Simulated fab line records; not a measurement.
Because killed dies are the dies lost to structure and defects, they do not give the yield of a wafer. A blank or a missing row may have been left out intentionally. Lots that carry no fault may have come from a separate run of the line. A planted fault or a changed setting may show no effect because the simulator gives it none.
One fault through the eyes of 2 desks || flow sky130 || each desk has only its own numbers; what lay behind them comes last

FROM THE METROLOGY DESK
What the gauges read, lot by lot, whatever tool the lot ran on: means of the sampled wafers that have a number. The brackets show how far a lot's mean lies from the usual mean; more than 4 standard deviations puts the lot out of limits, marked OUT.
Columns: A = CONTACT_BOW at SKY_CONTACT_BOW_MEAS_05, usual 82 um; B = cdNm at SKY_CONTACT_CD_MEAS_14, usual 170.2 nm; C = CONTACT_OVL at SKY_CONTACT_OVL_MEAS_15, usual -5 nm
{"lot": "L341", "first seen here": "day 31 07:49", "A": 85, "B": 171.1, "C": -4}
{"lot": "L345", "first seen here": "day 32 17:56", "A": 81, "B": 168.3, "C": -3}
{"lot": "L351", "first seen here": "day 34 22:44", "A": 81, "B": 171.8, "C": -3}
{"lot": "L352", "first seen here": "day 35 15:56", "A": 83, "B": 170.4, "C": -8}
{"lot": "L354", "first seen here": "day 35 21:40", "A": 84, "B": 173.3, "C": -2}
{"lot": "L358", "first seen here": "day 37 03:02", "A": 82, "B": 170.4, "C": -3}
This desk's finding: nothing out of limits on any of the 6 lots.

THE TOOL OWNER'S DESK: rieDiel-03
The tool's own readings at SKY_CONTACT_ETCH_16 (etches BARC in N2/H2, stops on SiO2, time 45.9 s, target depth 60 nm): means of the sampled wafers that have a number, for each lot that ran on this tool. The brackets show how far a lot's mean lies from the usual mean; more than 4 standard deviations puts the lot out of limits, marked OUT.
Columns: A = drypumpMotorCurrentA at SKY_CONTACT_ETCH_16, usual 5.6 A; B = oesProductAu at SKY_CONTACT_ETCH_16, usual 0.854 a.u.; C = runLengthS at SKY_CONTACT_ETCH_16, usual 74.0 s; D = throttleValvePct at SKY_CONTACT_ETCH_16, usual 13.224 %
{"lot": "L341", "first seen here": "day 32 11:44", "A": 5.5, "B": 0.855, "C": 74.1, "D": 13.214}
{"lot": "L351", "first seen here": "day 36 01:56", "A": 5.5, "B": "0.886 (+6.9) OUT", "C": "72.3 (-4.0) OUT", "D": 13.220}
{"lot": "L352", "first seen here": "day 36 17:41", "A": 5.5, "B": "0.880 (+5.7) OUT", "C": 72.5, "D": 13.223}
This desk's verdict: out of limits on L351, L352, starting with L351 at day 36 01:56 (oesProductAu at SKY_CONTACT_ETCH_16). In limits: L341.

TAKEN TOGETHER
An alarm could have come from the tool owner's desk at day 36 01:56, on L351, L352.
Metrology desk: nothing out of limits seen.
The metrology desk holds a record of L351, L352, inside its limits.
SKY_CONTACT_ETCH_16 was run on rieDiel-03 by each of the lots named.

WHAT THE SIMULATOR PUT IN
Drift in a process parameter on rieDiel-03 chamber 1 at SKY_CONTACT_ETCH_16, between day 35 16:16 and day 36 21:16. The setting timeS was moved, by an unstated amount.
Struck lots among those shown: L351, L352.
How many hours passed from the start of the fault until each desk's first out-of-limits reading: the tool owner's desk, 10.
